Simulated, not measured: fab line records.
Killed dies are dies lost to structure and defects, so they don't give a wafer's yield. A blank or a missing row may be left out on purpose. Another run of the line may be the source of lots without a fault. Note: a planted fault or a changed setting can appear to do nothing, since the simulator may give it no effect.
Check of tool commonality -- flow sky130 -- 13 lots, 42 wafers sampled

## REASON IT WAS OPENED
1 of 13 lots carry a flag on the reading SONOS_ONO_CVD_02_THK at SKY_SONOS_ONO_THK_MEAS_03. No-fault wafers: 10.97 nm, standard deviation 0.17.
Rule: a lot is flagged when every wafer of it that has a number lies more than 4 standard deviations from that mean, or none has a number. All remaining lots are regarded as sound.

lot,measured,on,"SONOS_ONO_CVD_02_THK (nm), wafer by wafer",flag
L108,day 12 10:42,film_metro-02,11.08 11.05 11.08,
L110,day 12 10:42,film_metro-03,10.94 10.95 10.93,
L111,day 12 14:56,film_metro-03,10.96 10.89 10.92,
L112,day 12 23:10,film_metro-01,11.29 11.12 11.25,
L113,day 13 07:44,film_metro-01,11.13 11.10 11.09,
L114,day 13 13:41,film_metro-01,10.96 10.82 10.96,
L115,day 13 23:07,film_metro-01,11.24 11.28 11.13,
L116,day 14 10:16,film_metro-02,10.89 10.78 10.68,
L117,day 14 11:52,film_metro-01,10.81 10.81 10.71,
L118,day 15 00:07,film_metro-02,11.24 11.29 11.27,
L121,day 16 01:26,film_metro-02,15.42 15.24 15.43 15.43 15.29 15.36,FLAGGED
L130,day 18 14:26,film_metro-03,10.92 10.72 10.65,
L131,day 19 11:42,film_metro-02,10.91 10.81 10.77,
On average the flagged lots' numbers are 15.36 nm, which is +4.39 nm against the usual, or +26 standard deviations.

## LOT BY LOT: THE TOOL USED
The record holds 1 process step before the reading, out of a route of 708 steps. In each cell: the tool, then ch and the chambers that the sampled wafers went through, then the start.
lot,flag,SKY_SONOS_ONO_CVD_02
L108,,"lpcvd-02 ch 1, day 12 09:05"
L110,,"lpcvd-02 ch 0, day 12 09:05"
L111,,"lpcvd-02 ch 0, day 12 13:21"
L112,,"lpcvd-02 ch 1, day 12 22:07"
L113,,"lpcvd-02 ch 1, day 13 06:41"
L114,,"lpcvd-02 ch 0, day 13 12:37"
L115,,"lpcvd-02 ch 1, day 13 21:32"
L116,,"lpcvd-02 ch 1, day 14 08:41"
L117,,"lpcvd-02 ch 0, day 14 10:16"
L118,,"lpcvd-02 ch 1, day 14 23:03"
L121,FLAGGED,"lpcvd-02 ch 1, day 16 00:22"
L130,,"lpcvd-02 ch 0, day 18 13:23"
L131,,"lpcvd-02 ch 1, day 19 10:39"
What the steps here do:
- SKY_SONOS_ONO_CVD_02: deposits Si3N4 from DCS/NH3, target thk 10.5 nm, time 188 s.
- SKY_SONOS_ONO_THK_MEAS_03

## FLAGGED AGAINST TOTAL, ONE TOOL AT A TIME (gauges that did the reading follow at the end)
step,tool,lots run,flagged,share of the flagged lots,sound lots run after its first flagged lot
SKY_SONOS_ONO_CVD_02,lpcvd-02,13,1,all,"2 (L130,L131)"
SKY_SONOS_ONO_THK_MEAS_03,film_metro-01,5,0,none,-
SKY_SONOS_ONO_THK_MEAS_03,film_metro-02,5,1,all,1 (L131)
SKY_SONOS_ONO_THK_MEAS_03,film_metro-03,3,0,none,-

## WHAT THE TABLE PERMITS
2 rows of the table ran every flagged lot: lpcvd-02 at SKY_SONOS_ONO_CVD_02, film_metro-02 at SKY_SONOS_ONO_THK_MEAS_03.
- lpcvd-02 at SKY_SONOS_ONO_CVD_02: 1 of its 13 lots flagged. Sound lots followed the first flagged one (L130, L131) on it, something a lasting fault affecting the whole tool could not allow.
- film_metro-02 at SKY_SONOS_ONO_THK_MEAS_03: 1 of its 5 lots flagged. Sound lots followed the first flagged one (L131) on it, something a lasting fault affecting the whole tool could not allow.
Every row of the table either missed a flagged lot or ran a sound lot after the first.

## WHAT HAD BEEN PUT IN BY THE SIMULATOR
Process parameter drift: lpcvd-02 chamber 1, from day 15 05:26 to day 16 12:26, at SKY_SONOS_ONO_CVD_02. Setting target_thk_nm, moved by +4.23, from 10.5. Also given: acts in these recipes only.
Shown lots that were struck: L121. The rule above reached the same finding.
